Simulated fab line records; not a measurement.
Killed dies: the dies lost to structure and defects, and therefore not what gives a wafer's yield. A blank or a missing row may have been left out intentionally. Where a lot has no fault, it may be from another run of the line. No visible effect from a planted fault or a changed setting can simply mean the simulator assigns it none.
Matching of chambers | flow sky130 | cmp-01 running SKY_VIA2_CMP_02: 4 sister chambers
The step polishes SiO2. 4 wafers are shown with their chamber, then 7 later ones without.

WAFERS, EACH WITH ITS CHAMBER
wafer  | chamber | motorCurrentA (A)
L102.5 | 0       | 12.9
L107.4 | 3       | 11.0
L108.2 | 2       | 12.4
L108.4 | 1       | 14.6

WAFERS WITH NO CHAMBER GIVEN
wafer  | motorCurrentA (A)
L108.6 | 13.8
L109.3 | 10.8
L109.5 | 12.6
L109.6 | 11.1
L113.1 | 13.6
L113.2 | 13.9
L113.6 | 13.6

WHICH CHAMBER EACH ONE RAN IN
wafer  | from the rows above          | in truth
L108.6 | can't be placed: 1 or 0 or 2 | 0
L109.3 | 3                            | 3
L109.5 | can't be placed: 2 or 0      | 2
L109.6 | 3                            | 3
L113.1 | can't be placed: 0 or 1 or 2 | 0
L113.2 | can't be placed: 1 or 0 or 2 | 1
L113.6 | can't be placed: 0 or 1 or 2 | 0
2 of 7 placed correctly. From these rows, 5 cannot be placed; in 5 the true chamber is one of the candidates. Wrongly placed: 0.
How it was worked out, from the rows above alone: a wafer's distance from a chamber is the root of the sum, over the readings, of the square of ((its reading less the chamber's mean) divided by the reading's scatter). If the next closest chamber is less than 2 further off than the closest, the wafer can't be placed; otherwise it belongs to the closest. The mean given for a chamber averages the wafers shown for that chamber. The scatter: with one shown wafer a chamber, the root of the mean of the squares of how far each hidden wafer lies from its nearest shown one.
